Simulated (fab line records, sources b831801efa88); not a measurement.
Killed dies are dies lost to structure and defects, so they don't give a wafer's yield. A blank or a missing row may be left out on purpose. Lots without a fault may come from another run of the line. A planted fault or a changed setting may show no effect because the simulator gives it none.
Chamber matching | flow gf180mcu | GF_V3_CVD_02 on pecvd-04: 3 sister chambers
The step deposits SiO2 from TEOS, target thk 850 nm, time 94.851 s. 20 wafers are shown with their chamber, then 10 later ones without.

WAFERS WITH THEIR CHAMBER
wafer  | chamber | heater_power_w (W)
L075.1 | 2       | 577
L075.2 | 0       | 778
L075.3 | 1       | 771
L076.1 | 0       | 821
L076.3 | 1       | 794
L076.6 | 1       | 827
L084.1 | 1       | 715
L084.3 | 2       | 496
L084.4 | 2       | 545
L085.1 | 2       | 546
L085.5 | 0       | 739
L085.6 | 2       | 581
L089.2 | 0       | 805
L089.4 | 2       | 456
L089.5 | 1       | 793
L090.1 | 2       | 572
L090.3 | 0       | 780
L090.4 | 2       | 445
L091.1 | 0       | 696
L091.4 | 1       | 669

SIGNATURES (means of the wafers above)
reading        | chamber 0 | chamber 1 | chamber 2 | scatter within a chamber
heater_power_w | 769.83    | 761.50    | 527.25    | 53.4
Rule: a wafer's distance from a chamber is the root of the sum, over the readings, of the square of ((its reading less the chamber's mean) divided by the reading's scatter). The wafer belongs to the nearest chamber; if the next one is less than 2 further off, it can't be placed. The scatter: the root of (the sum of the squares of (reading less its chamber's mean) over the shown wafers, divided by (wafers less chambers)).

WAFERS WITHOUT THEIR CHAMBER
wafer  | heater_power_w (W)
L091.5 | 747
L093.2 | 710
L093.3 | 491
L093.6 | 772
L094.4 | 830
L094.5 | 641
L094.6 | 568
L096.1 | 746
L096.3 | 483
L096.4 | 732

WHICH CHAMBER EACH WENT THROUGH
wafer  | from the rows above          | in truth
L091.5 | can't be placed: 1 or 0      | 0
L093.2 | can't be placed: 1 or 0      | 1
L093.3 | 2                            | 2
L093.6 | can't be placed: 0 or 1      | 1
L094.4 | can't be placed: 0 or 1      | 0
L094.5 | can't be placed: 2 or 1 or 0 | 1
L094.6 | 2                            | 2
L096.1 | can't be placed: 1 or 0      | 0
L096.3 | 2                            | 2
L096.4 | can't be placed: 1 or 0      | 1
Placed correctly: 3 of 10. Can't be placed from these rows: 7 (the true chamber is among the candidates in 7). Placed wrongly: 0.
